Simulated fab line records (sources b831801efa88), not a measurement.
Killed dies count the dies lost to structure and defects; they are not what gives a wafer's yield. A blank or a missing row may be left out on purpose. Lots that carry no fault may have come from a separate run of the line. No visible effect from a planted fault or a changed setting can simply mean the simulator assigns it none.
fab line records ; flow gf180mcu
record: lots: 14; wafers: 42; last_day: 34
route steps=602 shown VT_IMPLANT@107 SAB@264 CONTACT@310 V1@360
lots untouched by any fault: they come from a run of this same line in which no faults occurred
start_h: hours from the record's first day to the start of the lot's first wafer shown ; wait_h: hours from the lot's prior step to this one ; " unchanged from the row above ; L1.1+2: one row covering several wafers at once ; - no value, or no start given ; * or withheld: withheld ; < > ~ a bound
route shown NAME@n: a module of which the file shows steps, and the number in the route of the first ; usual: mean/standard deviation of fault-free wafers ; same: alike in all rows ; chamber/n: place in a boat ; sites: per-site readings ; _std_site: standard deviation of those values ; _edge_site: outer sites' mean less inner sites' ; radius_mm: for every site, how far away it sits from the centre of the wafer ; mask NAME#n: copy n ; behind: the most recent tool/chamber to have shaped the wafer ; hold: what put the lot on hold/how long, in hours/how the hold closed ; device: transistor that didn't switch, given as n, p or np ; end of line: the tests these same wafers got at the end of their route ; step lacking rows: just its recipe ; killed: count of dies lost to structure and defects at first sort (not the wafer's yield) ; map: a wafer's dies, marking killed ones x, the rest . and places with no die _
set.NAME: the setting the step ran with; set.NAME@STEP: the setting that earlier step ran with ; model.NAME: the simulator's own value behind a step, which no gauge read
a sample of lots followed through the steps of the route, with each step as a table and each wafer as a row
services: the hour from which a tool's chamber was out of use, counted from the record's first day as start_h (under 0 if before that day), plus the number of hours and why
== steps ==
step: GF_VT_IMPLANT_DEVELOP_17
recipe: develop_time_s: 60; dev_temp_c: 23
usual: chill_plate_temp_C: 23.00/0.096; develop_time_s: 60/0
lot.wafer;tool;chamber;start_h;wait_h;chill_plate_temp_C;develop_time_s
L765.3;litho_track-02;0;125.51;0.1;23.11;60
L765.5;litho_track-02;0;125.51;0.1;23.09;60
L765.6;litho_track-02;0;125.51;0.1;23.31;60
L766.3;litho_track-01;0;132.65;0.1;22.91;60
L766.5;litho_track-01;0;132.65;0.1;23.02;60
L766.6;litho_track-01;0;132.65;0.1;22.95;60
L767.2;litho_track-04;0;137.68;0.1;23.08;60
L767.4;litho_track-04;0;137.68;0.1;23.10;60
L767.6;litho_track-04;0;137.68;0.1;23.04;60
L769.2;litho_track-02;0;150.74;0.1;22.93;60
L769.4;litho_track-02;0;150.74;0.1;23.07;60
L769.6;litho_track-02;0;150.74;0.1;23.12;60
L770.1;litho_track-04;0;157.60;0.1;23.01;60
L770.2;litho_track-04;0;157.60;0.1;23.00;60
L770.4;litho_track-04;0;157.60;0.1;23.14;60
L771.1;litho_track-02;-;165.46;0.1;-;-
L771.3;litho_track-02;-;165.46;0.1;-;-
L771.6;litho_track-02;-;165.46;0.1;-;-
L772.1;litho_track-02;-;168.51;0.1;-;-
L772.2;litho_track-02;-;168.51;0.1;-;-
L772.6;litho_track-02;-;168.51;0.1;-;-
L775.1;litho_track-02;0;187.81;0.1;22.98;60
L775.3;litho_track-02;0;187.81;0.1;22.97;60
L775.6;litho_track-02;0;187.81;0.1;23.02;60
L782.1;litho_track-04;0;233.75;0.1;23.12;60
L782.3;litho_track-04;0;233.75;0.1;23.03;60
L782.5;litho_track-04;0;233.75;0.1;23.01;60
L783.1;litho_track-02;0;238.26;0.1;23.09;60
L783.4;litho_track-02;0;238.26;0.1;23.07;60
L783.6;litho_track-02;0;238.26;0.1;23.17;60
L784.2;litho_track-01;0;244.37;0.1;23.04;60
L784.3;litho_track-01;0;244.37;0.1;22.94;60
L784.6;litho_track-01;0;244.37;0.1;23.04;60
L785.1;litho_track-02;0;255.86;0.1;23.04;60
L785.4;litho_track-02;0;255.86;0.1;23.11;60
L785.6;litho_track-02;0;255.86;0.1;23.01;60
L787.2;litho_track-04;0;264.88;0.1;23.05;60
L787.3;litho_track-04;0;264.88;0.1;23.00;60
L787.4;litho_track-04;0;264.88;0.1;23.01;60
L788.1;litho_track-02;0;270.61;0.1;23.11;60
L788.2;litho_track-02;0;270.61;0.1;22.95;60
L788.6;litho_track-02;0;270.61;0.1;23.00;60
step: GF_SAB_CVD_00
recipe: material: SiO2; target_thk_nm: 50; precursor: TEOS; temp_c: 400; time_s: 4.9302; rf_w: 600
usual: heater_power_w: 633/74
lot.wafer;tool;chamber;start_h;wait_h;heater_power_w
L765.3;pecvd-02;2;312.93;0.1;631
L765.5;pecvd-02;1;312.93;0.1;556
L765.6;pecvd-02;2;312.93;0.1;621
L766.3;pecvd-02;0;325.10;0.1;610
L766.5;pecvd-02;2;325.10;0.1;603
L766.6;pecvd-02;0;325.10;0.1;607
L767.2;pecvd-02;0;337.13;0.1;624
L767.4;pecvd-02;2;337.13;0.1;654
L767.6;pecvd-02;1;337.13;0.1;568
L769.2;pecvd-04;1;350.98;0.1;608
L769.4;pecvd-04;2;350.98;0.1;620
L769.6;pecvd-04;0;350.98;0.1;658
L770.1;pecvd-02;2;360.04;0.1;696
L770.2;pecvd-02;1;360.04;0.1;578
L770.4;pecvd-02;2;360.04;0.1;673
L775.1;pecvd-03;2;402.50;0.1;572
L775.3;pecvd-03;1;402.50;0.1;586
L775.6;pecvd-03;0;402.50;0.1;807
L782.1;pecvd-02;1;465.74;0.1;547
L782.3;pecvd-02;2;465.74;0.1;708
L782.5;pecvd-02;2;465.74;0.1;698
L783.1;pecvd-02;2;468.84;0.1;701
L783.4;pecvd-02;0;468.84;0.1;693
L783.6;pecvd-02;1;468.84;0.1;610
L784.2;pecvd-02;1;477.80;0.1;582
L784.3;pecvd-02;2;477.80;0.1;637
L784.6;pecvd-02;1;477.80;0.1;594
L785.1;pecvd-04;2;489.50;0.1;737
L785.4;pecvd-04;1;489.50;0.1;608
L785.6;pecvd-04;2;489.50;0.1;722
L787.2;pecvd-02;0;503.31;0.1;656
L787.3;pecvd-02;2;503.31;0.1;602
L787.4;pecvd-02;2;503.31;0.1;608
L788.1;pecvd-04;1;511.69;0.1;549
L788.2;pecvd-04;2;511.69;0.1;758
L788.6;pecvd-04;0;511.69;0.1;539
step: GF_CONTACT_SPUTTER_23
recipe: material: TiN; target_thk_nm: 10; chamber_pressure_pa: 4.79; power_w: 4000; time_s: 40
usual: chamber_pressure_pa: 4.789/0.0091; throttle_valve_pct: 30.5/0.76
lot.wafer;tool;chamber;start_h;wait_h;chamber_pressure_pa;throttle_valve_pct
L765.3;pvd_sputter-03;-;357.59;0.0;4.790;31.4
L765.5;pvd_sputter-03;-;357.59;0.0;4.785;30.6
L765.6;pvd_sputter-03;-;357.59;0.0;4.786;30.6
L766.3;pvd_sputter-02;-;369.93;0.0;4.794;32.0
L766.5;pvd_sputter-02;-;369.93;0.0;4.787;30.3
L766.6;pvd_sputter-02;-;369.93;0.0;4.793;31.7
L767.2;pvd_sputter-01;-;382.69;0.0;4.797;30.4
L767.4;pvd_sputter-01;-;382.69;0.0;4.802;31.1
L767.6;pvd_sputter-01;-;382.69;0.0;4.811;30.5
L769.2;pvd_sputter-02;-;398.83;0.0;4.765;30.2
L769.4;pvd_sputter-02;-;398.83;0.0;4.787;29.3
L769.6;pvd_sputter-02;-;398.83;0.0;4.804;29.1
L770.1;pvd_sputter-01;-;407.08;0.0;4.808;30.6
L770.2;pvd_sputter-01;-;407.08;0.0;4.787;30.6
L770.4;pvd_sputter-01;-;407.08;0.0;4.787;30.3
L775.1;pvd_sputter-01;-;452.64;0.0;4.807;30.7
L775.3;pvd_sputter-01;-;452.64;0.0;4.774;30.4
L775.6;pvd_sputter-01;-;452.64;0.0;4.804;31.0
L782.1;pvd_sputter-01;-;515.31;0.0;4.793;30.1
L782.3;pvd_sputter-01;-;515.31;0.0;4.801;30.9
L782.5;pvd_sputter-01;-;515.31;0.0;4.784;30.5
L783.1;pvd_sputter-03;-;517.83;0.0;4.782;30.8
L783.4;pvd_sputter-03;-;517.83;0.0;4.791;30.3
L783.6;pvd_sputter-03;-;517.83;0.0;4.780;30.5
L784.2;pvd_sputter-03;-;527.33;0.0;4.788;30.4
L784.3;pvd_sputter-03;-;527.33;0.0;4.788;30.7
L784.6;pvd_sputter-03;-;527.33;0.0;4.794;31.2
L785.1;pvd_sputter-02;-;537.51;0.0;4.786;29.2
L785.4;pvd_sputter-02;-;537.51;0.0;4.802;30.1
L785.6;pvd_sputter-02;-;537.51;0.0;4.786;31.9
L787.2;pvd_sputter-02;-;551.43;0.0;4.785;29.0
L787.3;pvd_sputter-02;-;551.43;0.0;4.783;32.1
L787.4;pvd_sputter-02;-;551.43;0.0;4.786;30.3
L788.1;pvd_sputter-02;-;559.48;0.0;4.782;30.7
L788.2;pvd_sputter-02;-;559.48;0.0;4.788;30.5
L788.6;pvd_sputter-02;-;559.48;0.0;4.787;30.3
step: GF_V1_THK_MEAS_25
recipe: thk_meas_gauge: xrf; reads: W_of_V1_CVD_23
usual: V1_W_THK: 335/6.9
lot.wafer;tool;chamber;start_h;wait_h;V1_W_THK[nm]
L765.3;film_metro-02;-;405.34;0.1;344
L765.5;film_metro-02;-;405.34;0.1;347
L765.6;film_metro-02;-;405.34;0.1;333
L766.3;film_metro-04;-;418.79;0.1;335
L766.5;film_metro-04;-;418.79;0.1;335
L766.6;film_metro-04;-;418.79;0.1;338
L767.2;film_metro-04;-;432.80;0.1;338
L767.4;film_metro-04;-;432.80;0.1;336
L767.6;film_metro-04;-;432.80;0.1;334
L769.2;film_metro-04;-;450.01;0.1;335
L769.4;film_metro-04;-;450.01;0.1;334
L769.6;film_metro-04;-;450.01;0.1;337
L770.1;film_metro-02;-;457.96;0.1;335
L770.2;film_metro-02;-;457.96;0.1;337
L770.4;film_metro-02;-;457.96;0.1;339
L775.1;film_metro-03;-;504.31;0.1;329
L775.3;film_metro-03;-;504.31;0.1;328
L775.6;film_metro-03;-;504.31;0.1;327
L782.1;film_metro-04;-;563.50;0.1;336
L782.3;film_metro-04;-;563.50;0.1;334
L782.5;film_metro-04;-;563.50;0.1;334
L783.1;film_metro-03;-;565.98;0.1;324
L783.4;film_metro-03;-;565.98;0.1;328
L783.6;film_metro-03;-;565.98;0.1;327
L784.2;film_metro-04;-;574.96;0.1;348
L784.3;film_metro-04;-;574.96;0.1;340
L784.6;film_metro-04;-;574.96;0.1;348
L785.1;film_metro-04;-;584.42;0.1;322
L785.4;film_metro-04;-;584.42;0.1;327
L785.6;film_metro-04;-;584.42;0.1;325
L787.2;film_metro-02;-;599.71;0.1;342
L787.3;film_metro-02;-;599.71;0.1;342
L787.4;film_metro-02;-;599.71;0.1;335
L788.1;film_metro-04;-;605.44;0.1;343
L788.2;film_metro-04;-;605.44;0.1;339
L788.6;film_metro-04;-;605.44;0.1;347
== services ==
tool;chamber;start_h;hours;kind
pecvd-02;-;179.93;14.6;pm
pecvd-04;-;199.41;1.6;repair
pecvd-03;-;293.17;2.1;repair
pvd_sputter-03;-;300.94;4.3;repair
pecvd-03;-;364.26;1.6;repair
pecvd-02;-;368.88;14.0;pm
pecvd-02;0;368.88;14.0;vent_cycle
pecvd-02;1;368.88;14.0;vent_cycle
pecvd-03;2;375.36;5.9;repair
pvd_sputter-03;-;397.65;7.7;repair
pvd_sputter-03;-;402.15;2.9;repair
pvd_sputter-03;-;423.68;10.5;repair
pecvd-04;-;430.51;14.6;pm
pecvd-02;-;435.83;0.7;repair
pecvd-03;-;455.39;5.5;pm
pvd_sputter-02;-;466.35;2.1;repair
pecvd-02;-;503.45;0.4;repair
pvd_sputter-02;-;514.93;9.7;repair
pecvd-03;0;532.72;3.0;repair
pecvd-04;1;539.68;6.1;repair
pecvd-02;0;541.75;27.2;repair
pvd_sputter-02;-;543.77;2.3;repair
pecvd-03;-;548.01;0.7;repair
pvd_sputter-01;-;557.21;6.4;repair
== key ==
first_sign: step: GF_VT_IMPLANT_DEVELOP_17; reading: tool_record; direction: missing
effect none on later readings
met_at GF_VT_IMPLANT_DEVELOP_17
struck_lots L771,L772
later_rows_left_out L771.1,L771.3,L771.6,L772.1,L772.2,L772.6
sort_left_out L771.1,L771.3,L771.6,L772.1,L772.2,L772.6
tester_left_out L771,L772
not_acting_at GF_SAB_CVD_00,GF_CONTACT_SPUTTER_23,GF_V1_THK_MEAS_25
onset_between 150.74 165.46
fault: kind: skipped_step_whole; tool: litho_track-02; chamber: -; onset_h: 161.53; steps: GF_VT_IMPLANT_DEVELOP_17; scope: struck_lots_only
tester_left_out: of these lots the tester's yield and bins aren't shown, on N5 and GAA mostly nor the transistor test; their killed dies are dies lost to structure and defects alone, not to doping, threshold or leakage, so they don't give the yield
sort_left_out: the simulated sort isn't trusted on such a fault, so these wafers' sort isn't shown, and their yield isn't known
later_rows_left_out: the simulator's readings of these wafers behind a module that went badly wrong aren't trusted and aren't shown, but for the sort
